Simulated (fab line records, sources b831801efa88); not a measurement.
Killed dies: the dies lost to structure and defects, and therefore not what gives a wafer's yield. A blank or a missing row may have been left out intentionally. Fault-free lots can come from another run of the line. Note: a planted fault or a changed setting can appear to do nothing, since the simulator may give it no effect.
Shared-tool check | flow sky130 | Sampled: 11 lots, 33 wafers

## REASON IT WAS OPENED
SKY_SD_N_RS_MEAS_16, reading SD_N_RS: flagged on 2 of 11 lots. No-fault wafers: 68.56 ohm/sq, standard deviation 0.12.
Rule: a lot gets a flag if all its wafers with a number sit over 4 standard deviations from that mean, or if no wafer of it has a number. The other lots count as sound.

lot  | measured     | on           | SD_N_RS (ohm/sq), wafer by wafer | flag
L436 | day 28 04:02 | filmMetro-03 | 68.69 68.72 68.72                | 
L437 | day 28 12:26 | filmMetro-03 | 68.56 68.63 68.55                | 
L442 | day 30 09:13 | filmMetro-04 | 68.49 68.56 68.54                | 
L444 | day 31 02:27 | filmMetro-03 | 68.70 68.73 68.72                | 
L445 | day 31 19:23 | filmMetro-03 | 68.51 68.55 68.63                | 
L447 | day 32 08:04 | filmMetro-01 | 68.34 68.50 68.37                | 
L448 | day 32 10:55 | filmMetro-01 | 68.66 68.60 68.55                | 
L449 | day 32 18:23 | filmMetro-04 | 68.69 68.52 68.67                | 
L454 | day 34 07:28 | filmMetro-04 | 68.70 68.52 68.57                | 
L457 | day 35 08:25 | filmMetro-03 | 65.92 65.93 65.77                | FLAGGED
L459 | day 35 12:29 | filmMetro-03 | 65.94 66.17 66.07                | FLAGGED
The numbers of the flagged lots are 65.97 ohm/sq on average: -2.59 ohm/sq against the usual, or -22 standard deviations.

## EACH LOT AND THE TOOL IT RAN ON
The record keeps 1 process step preceding the reading, out of 708 steps on the route. Every cell lists first the tool, next ch and the chambers used by the sampled wafers, and last the start.
lot  | flag    | SKY_SD_N_RTA_14
L436 |         | rtpAnneal-01 ch 0, day 28 03:49
L437 |         | rtpAnneal-02 ch 0, day 28 12:15
L442 |         | rtpAnneal-01 ch 0, day 30 09:01
L444 |         | rtpAnneal-01 ch 0, day 31 02:16
L445 |         | rtpAnneal-02 ch 0, day 31 19:13
L447 |         | rtpAnneal-01 ch 0, day 32 07:54
L448 |         | rtpAnneal-02 ch 0, day 32 10:45
L449 |         | rtpAnneal-01 ch 0, day 32 18:13
L454 |         | rtpAnneal-01 ch 0, day 34 07:18
L457 | FLAGGED | rtpAnneal-02 ch 0, day 35 08:15
L459 | FLAGGED | rtpAnneal-02 ch 0, day 35 12:19
These steps, and what they do:
- SKY_SD_N_RTA_14: time 2 s.
- SKY_SD_N_RS_MEAS_16: measures by four-point-probe.

## FLAGGED AGAINST TOTAL, ONE TOOL AT A TIME (gauges that did the reading follow at the end)
step                | tool         | lots run | flagged | share of the flagged lots | sound lots run after its first flagged lot
SKY_SD_N_RTA_14     | rtpAnneal-01 | 6        | 0       | none                      | -
SKY_SD_N_RTA_14     | rtpAnneal-02 | 5        | 2       | all                       | 0
SKY_SD_N_RS_MEAS_16 | filmMetro-01 | 2        | 0       | none                      | -
SKY_SD_N_RS_MEAS_16 | filmMetro-03 | 6        | 2       | all                       | 0
SKY_SD_N_RS_MEAS_16 | filmMetro-04 | 3        | 0       | none                      | -

## THE TABLE: WHAT IT ALLOWS
In 2 table rows, all flagged lots were run: rtpAnneal-02 (SKY_SD_N_RTA_14), filmMetro-03 (SKY_SD_N_RS_MEAS_16).
- rtpAnneal-02 at SKY_SD_N_RTA_14 ran 5 lots, 2 of them flagged. Its last sound lot is L448 (day 32 10:45), its first flagged lot L457 (day 35 08:15): a fault that began between those two fits. Its own readings lie more than 4 standard deviations out on every wafer of the flagged lots: wafer_temp_C_max.
- filmMetro-03 at SKY_SD_N_RS_MEAS_16 ran 6 lots, 2 of them flagged. Its last sound lot is L445 (day 31 19:23), its first flagged lot L457 (day 35 08:25): a fault that began between those two fits.
Counting lots can't tell these 2 tools apart, because each fits a fault that began at some hour. More lots, or a look at what each step does to the wafer, might.

## WHAT THE SIMULATOR PUT IN
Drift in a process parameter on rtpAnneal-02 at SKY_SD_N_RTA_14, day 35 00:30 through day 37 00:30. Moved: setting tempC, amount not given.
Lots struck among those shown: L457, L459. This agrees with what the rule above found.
